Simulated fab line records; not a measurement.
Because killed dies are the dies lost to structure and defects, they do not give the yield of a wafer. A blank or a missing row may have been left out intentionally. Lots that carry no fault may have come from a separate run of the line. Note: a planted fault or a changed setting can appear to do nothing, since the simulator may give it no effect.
Matching of chambers ; flow gf180mcu ; GF_V1_CVD_02 on pecvd-04 has 3 sister chambers
The step deposits SiO2 from TEOS, target thk 850 nm, time 94.851 s. 6 wafers are shown with their chamber, then 12 later ones without.

## WAFERS, EACH WITH ITS CHAMBER
wafer;chamber;heater-power-w (W);rf-fwd-power-W (W)
L086.4;1;685;595.7
L087.1;1;719;598.5
L087.2;0;734;595.2
L088.1;2;524;593.9
L088.3;0;726;594.6
L088.4;2;577;592.2

## WAFERS WHOSE CHAMBER IS MISSING
wafer;heater-power-w (W);rf-fwd-power-W (W)
L091.1;634;596.4
L091.2;659;598.5
L091.3;559;595.8
L093.2;754;593.3
L093.3;600;592.2
L093.6;502;592.1
L094.3;719;595.6
L094.4;680;595.6
L094.6;498;596.2
L097.2;693;596.2
L097.4;710;598.9
L097.6;601;594.9

## WHICH CHAMBER EACH WENT THROUGH
wafer;from the rows above;in truth
L091.1;can't be placed: 1 or 0 or 2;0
L091.2;can't be placed: 1 or 0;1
L091.3;2;2
L093.2;can't be placed: 0 or 1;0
L093.3;2;2
L093.6;2;2
L094.3;can't be placed: 0 or 1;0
L094.4;can't be placed: 1 or 0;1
L094.6;2;2
L097.2;can't be placed: 1 or 0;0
L097.4;can't be placed: 1 or 0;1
L097.6;can't be placed: 2 or 1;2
Correctly placed: 4 of 12. From these rows, 8 cannot be placed; in 8 the true chamber is one of the candidates. 0 placed wrongly.
How it was worked out, from the rows above alone: a wafer's distance from a chamber is the root of the sum, over the readings, of the square of ((its reading less the chamber's mean) divided by the reading's scatter). The wafer belongs to the nearest chamber; if the next one is less than 2 further off, it can't be placed. The mean given for a chamber averages the wafers shown for that chamber. How the scatter is found: for the shown wafers, subtract from each reading the mean of its chamber, square and add these, divide the total by (wafers less chambers), then take the root.
